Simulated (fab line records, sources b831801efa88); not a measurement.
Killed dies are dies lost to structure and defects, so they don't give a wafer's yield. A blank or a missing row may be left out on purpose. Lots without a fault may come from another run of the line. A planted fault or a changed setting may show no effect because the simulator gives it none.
fab line records | flow gf180mcu
record lots=7 wafers=21 last_day=33
route steps=602 shown NSD@240 PSD@248
lots that met no fault: from a run of the same line without faults
start_h: hours from the record's first day to the start of the lot's first wafer shown | wait_h: hours since the lot's step before | " the same as in the row above | L1.1+2: a row that stands for several wafers | - no value, or no start given | * or withheld: withheld | < > ~ a bound
route shown NAME@n: a module of which the file shows steps, and the number in the route of the first | usual: mean/standard deviation of fault-free wafers | same: alike in all rows | chamber/n: place in a boat | sites: the reading at each site | _std_site: their standard deviation | _edge_site: outer sites' mean less inner sites' | radius_mm: how far each site lies from the wafer's centre | mask NAME#n: copy n | behind: the tool/chamber that last shaped the wafer | hold: why the lot was held/for how many hours/how that ended | device: the transistor (n, p or np) that didn't switch | end of line: the same wafers' tests at the end of the route | a step without rows: its recipe alone | killed: dies lost to structure and defects at the first sort, not the wafer's yield | map: a wafer's dies, x killed, . not, _ none there
set.NAME: the setting as run; set.NAME@STEP: as run at that earlier step | model.NAME: the simulator's own value behind a step, which no gauge read
lots at some steps of the route; a table a step, a row a wafer
services: from which hour (start_h, from the record's first day; less than 0 if before it) a tool's chamber was out of use, for how many hours, and why
## steps
# step GF_NSD_PEB_05
# recipe temp_c=withheld time_s=* resist=NOVOLAK
# step GF_NSD_DEVELOP_06
# recipe develop_time_s=60 dev_temp_c=23
# step GF_NSD_CD_MEAS_07
# recipe target_cd_nm=400
# usual cd_nm=399.8/2
# columns lot.wafer tool chamber start_h wait_h cd_nm
L969.1 cd_sem-01 - 296.22 0.1 398.9
L969.3 " - " " 400.6
L969.5 " - " " 401.2
L976.2 cd_sem-02 - 357.41 0.1 400.0
L976.3 " - " " 399.1
L976.5 " - " " 399.4
L977.1 cd_sem-01 - 369.72 0.1 400.0
L977.3 " - " " 400.9
L977.6 " - " " 400.1
L978.2 cd_sem-02 - 375.54 0.1 397.7
L978.4 " - " " 399.9
L978.5 " - " " 399.1
L979.4 cd_sem-02 - 383.48 0.1 399.5
L979.5 " - " " 398.3
L979.6 " - " " 399.6
L983.4 cd_sem-01 - 415.45 0.1 401.2
L983.5 " - " " 400.1
L983.6 " - " " 398.9
L987.1 cd_sem-01 - 452.07 0.1 400.2
L987.2 " - " " 400.3
L987.4 " - " " 402.1
# step GF_NSD_OVL_MEAS_08
# usual NSD_OVL=0.1/1.5
# columns lot.wafer tool chamber start_h wait_h NSD_OVL[nm]
L969.1 overlay-01 - 296.34 0.1 -0.2
L969.3 " - " " 0.3
L969.5 " - " " -1.3
L976.2 overlay-02 - 357.52 0.1 -2.5
L976.3 " - " " -1.7
L976.5 " - " " 0.2
L977.1 overlay-02 - 369.84 0.1 -0.6
L977.3 " - " " -2.4
L977.6 " - " " -2.3
L978.2 overlay-01 - 375.64 0.1 0.7
L978.4 " - " " 0.9
L978.5 " - " " 0.1
L979.4 overlay-01 - 383.55 0.1 0.2
L979.5 " - " " 0.6
L979.6 " - " " 0.8
L983.4 overlay-01 - 415.53 0.1 0.1
L983.5 " - " " -0.8
L983.6 " - " " 0.3
L987.1 overlay-02 - 452.19 0.1 0.9
L987.2 " - " " 0.6
L987.4 " - " " 2.2
# step GF_NSD_IMPLANT_09
# recipe species=As energy_kev=60 dose_cm2=4e+15 tilt_deg=7
# step GF_NSD_IMPLANT_10
# recipe species=P energy_kev=40 dose_cm2=5e+14 tilt_deg=7
# step GF_NSD_STRIP_11
# recipe chemistry=O2/N2 power_w=1400 pressure_mtorr=1500 platen_temp_c=250 o2_flow_sccm=3000 n2_flow_sccm=300 overash_fraction=0.5
# usual drypump_motor_current_A=5.6/0.58 heater_power_w=329/21 oes_product_au=0.487/0.0041 strip_time_to_endpoint_s=22.96/0.034
# columns lot.wafer tool chamber start_h wait_h drypump_motor_current_A heater_power_w oes_product_au rf_hours_counter_h strip_time_to_endpoint_s
L969.1 plasma_asher-04 1 296.68 0.1 6.6 352 0.486 65 22.95
L969.3 " 0 " " 5.1 308 0.486 - 22.96
L969.5 " 1 " " 6.6 358 0.486 - 22.95
L976.2 plasma_asher-04 0 357.85 0.1 5.1 312 0.483 72 22.88
L976.3 " 1 " " 6.6 357 0.493 - 22.96
L976.5 " 1 " " 6.6 354 0.491 - 22.93
L977.1 plasma_asher-01 0 370.47 0.2 5.2 320 0.486 22 22.99
L977.3 " 0 " " 5.2 316 0.493 - 22.97
L977.6 " 1 " " 5.3 318 0.490 - 22.95
L978.2 plasma_asher-01 1 375.97 0.1 5.3 321 0.493 22 22.98
L978.4 " 1 " " 5.3 314 0.489 - 22.98
L978.5 " 0 " " 5.2 316 0.486 - 22.99
L979.4 plasma_asher-01 1 383.91 0.1 5.3 318 0.489 - 22.96
L979.5 " 1 " " 5.3 317 0.485 - 23.04
L979.6 " 0 " " 5.2 321 0.488 - 23.02
L983.4 plasma_asher-04 0 415.88 0.1 5.1 303 0.489 - 23.00
L983.5 " 1 " " 6.6 359 0.487 - 22.99
L983.6 " 0 " " 5.1 308 0.485 - 22.96
L987.1 plasma_asher-04 0 452.52 0.1 5.1 313 0.486 2 23.00
L987.2 " 1 " " 6.6 354 0.492 2 22.98
L987.4 " 1 " " 6.6 348 0.491 - 22.98
# step GF_NSD_TW_MEAS_12
# usual NSD_TW=4292/27
# columns lot.wafer tool chamber start_h wait_h NSD_TW
L969.1 film_metro-02 - 296.78 0.1 4337
L969.3 " - " " 4318
L969.5 " - " " 4310
L976.2 film_metro-01 - 357.96 0.1 4292
L976.3 " - " " 4301
L976.5 " - " " 4301
L977.1 film_metro-02 - 370.57 0.1 4292
L977.3 " - " " 4309
L977.6 " - " " 4323
L978.2 film_metro-04 - 376.08 0.1 4310
L978.4 " - " " 4302
L978.5 " - " " 4301
L979.4 film_metro-04 - 384.00 0.1 4259
L979.5 " - " " 4254
L979.6 " - " " 4250
L983.4 film_metro-04 - 415.98 0.1 4269
L983.5 " - " " 4223
L983.6 " - " " 4254
L987.1 film_metro-01 - 452.62 0.1 4282
L987.2 " - " " 4269
L987.4 " - " " 4296
# step GF_PSD_DEHYDRATE_00
# recipe temp_c=200 time_s=60
# step GF_PSD_HMDS_01
# recipe prime_time_s=60 prime_temp_c=120
# step GF_PSD_COAT_02
# recipe resist=NOVOLAK spin_rpm=3000 resist_thk_nm=1000
# step GF_PSD_SOFTBAKE_03
# recipe temp_c=90 time_s=60 resist=NOVOLAK
# step GF_PSD_EXPOSE_04
# recipe mask_id=Pplus target_cd_nm=400 na=0.6 source_shape=conventional sigma_outer=0.6 dose_mj=140
# usual exposure_dose_mJ_cm2=140.02/0.15 stage_vel_mm_s=499.97/0.26
# same na=0.6
# columns lot.wafer tool chamber start_h wait_h mask exposure_dose_mJ_cm2 stage_vel_mm_s
L969.1 iline_stepper-02 0 307.04 - Pplus#0 140.21 499.75
L969.3 " 0 " " Pplus#0 140.12 499.62
L969.5 " 0 " " Pplus#0 140.09 500.10
L976.2 iline_stepper-02 0 368.84 - Pplus#0 129.79 499.61
L976.3 " 0 " " Pplus#0 129.82 499.40
L976.5 " 0 " " Pplus#0 129.87 499.81
L977.1 iline_stepper-02 0 381.65 - Pplus#0 132.02 499.77
L977.3 " 0 " " Pplus#0 132.13 499.67
L977.6 " 0 " " Pplus#0 132.05 499.47
L978.2 iline_stepper-02 0 387.07 - Pplus#0 131.89 500.15
L978.4 " 0 " " Pplus#0 132.06 500.23
L978.5 " 0 " " Pplus#0 132.06 500.21
L979.4 iline_stepper-01 0 396.35 - Pplus#0 139.78 500.28
L979.5 " 0 " " Pplus#0 140.10 499.63
L979.6 " 0 " " Pplus#0 140.06 500.21
L983.4 iline_stepper-01 0 428.65 - Pplus#0 140.12 499.82
L983.5 " 0 " " Pplus#0 140.04 499.88
L983.6 " 0 " " Pplus#0 140.05 500.32
L987.1 iline_stepper-01 0 464.37 - Pplus#0 140.26 499.84
L987.2 " 0 " " Pplus#0 140.14 499.81
L987.4 " 0 " " Pplus#0 140.02 499.95
# step GF_PSD_PEB_05
# recipe temp_c=withheld time_s=* resist=NOVOLAK
# step GF_PSD_DEVELOP_06
# recipe develop_time_s=60 dev_temp_c=23
# step GF_PSD_CD_MEAS_07
# recipe target_cd_nm=400
# usual cd_nm=400.5/2.4
# columns lot.wafer tool chamber start_h wait_h hold cd_nm
L969.1 cd_sem-02 - 316.97 0.1 - 399.7
L969.3 " - " " - 402.0
L969.5 " - " " - 400.3
L976.2 cd_sem-01 - 379.74 0.1 await_dispo/0.2h/release 377.2
L976.3 " - " " await_dispo/0.2h/release 374.8
L976.5 " - " " await_dispo/0.2h/release 373.4
L976.2 cd_sem-01 - 380.02 0.3 - 376.7
L976.3 " - " " - 374.9
L976.5 " - " " - 373.4
L977.1 cd_sem-02 - 393.35 0.1 await_dispo/0.2h/release 387.7
L977.3 " - " " await_dispo/0.2h/release 389.7
L977.6 " - " " await_dispo/0.2h/release 387.1
L977.1 cd_sem-02 - 393.64 0.3 - 387.6
L977.3 " - " " - 389.5
L977.6 " - " " - 386.7
L978.2 cd_sem-01 - 399.44 0.1 await_dispo/0.2h/release 384.3
L978.4 " - " " await_dispo/0.2h/release 385.5
L978.5 " - " " await_dispo/0.2h/release 385.4
L978.2 cd_sem-01 - 399.89 0.4 - 384.3
L978.4 " - " " - 385.8
L978.5 " - " " - 385.7
L979.4 cd_sem-01 - 407.92 0.2 - 400.7
L979.5 " - " " - 403.0
L979.6 " - " " - 401.2
L983.4 cd_sem-01 - 440.38 0.1 - 398.8
L983.5 " - " " - 399.6
L983.6 " - " " - 398.8
L987.1 cd_sem-02 - 477.30 0.1 - 400.0
L987.2 " - " " - 401.1
L987.4 " - " " - 402.0
# step GF_PSD_OVL_MEAS_08
# usual PSD_OVL=0.1/1.2
# columns lot.wafer tool chamber start_h wait_h hold PSD_OVL[nm]
L969.1 overlay-02 - 317.09 0.1 - -2.3
L969.3 " - " " - -2.4
L969.5 " - " " - -1.3
L976.2 overlay-01 - 381.22 1.2 await_dispo/1.1h/release -1.1
L976.3 " - " " await_dispo/1.1h/release -1.0
L976.5 " - " " await_dispo/1.1h/release -1.1
L977.1 overlay-01 - 396.50 2.8 await_dispo/2.7h/release 0.3
L977.3 " - " " await_dispo/2.7h/release -0.9
L977.6 " - " " await_dispo/2.7h/release -0.4
L978.2 overlay-02 - 401.27 1.4 await_dispo/1.3h/release 1.4
L978.4 " - " " await_dispo/1.3h/release -0.1
L978.5 " - " " await_dispo/1.3h/release 1.0
L979.4 overlay-01 - 408.00 0.1 - 1.1
L979.5 " - " " - 1.2
L979.6 " - " " - 1.8
L983.4 overlay-02 - 440.45 0.1 - 1.3
L983.5 " - " " - -0.3
L983.6 " - " " - -1.0
L987.1 overlay-02 - 477.42 0.1 - -0.7
L987.2 " - " " - 1.0
L987.4 " - " " - 0.8
## services
# columns tool chamber start_h hours kind
iline_stepper-02 - 321.41 1.7 pm
iline_stepper-01 - 328.42 4.9 repair
iline_stepper-01 - 382.55 1.7 pm
plasma_asher-04 - 421.29 9.0 pm
plasma_asher-04 0 421.29 9.0 vent_cycle
plasma_asher-04 1 421.29 9.0 vent_cycle
plasma_asher-04 0 430.29 - clean
plasma_asher-04 1 430.29 - clean
plasma_asher-01 - 447.01 16.1 repair
## key
first_sign step=GF_PSD_EXPOSE_04 reading=exposure_dose_mJ_cm2 direction=down sigmas=58 usual=140.02 struck=131.30
effect step=GF_PSD_CD_MEAS_07 reading=visit direction=added through=control_loop
effect step=GF_PSD_CD_MEAS_07 reading=cd_nm direction=down sigmas=7.4 usual=400.5 struck=382.8 through=control_loop
met_at GF_PSD_EXPOSE_04
struck_wafers L976.2,L976.3,L976.5,L977.1,L977.3,L977.6,L978.2,L978.4,L978.5
tester_left_out L976,L977,L978
loop_trim step=GF_PSD_EXPOSE_04 setting=dose lots=L977,L978
onset_between 307.04 368.84
fault kind=process_parameter_drift tool=iline_stepper-02 chamber=- onset_h=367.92 steps=GF_PSD_EXPOSE_04 channel=dose_mj offset=-10.048 shape=step acts_in=these_recipes_only stated=140
# tester_left_out: of these lots the tester's yield and bins aren't shown, on N5 and GAA mostly nor the transistor test; their killed dies are dies lost to structure and defects alone, not to doping, threshold or leakage, so they don't give the yield
# loop_trim: a control loop set the setting to another value than it would have without faults
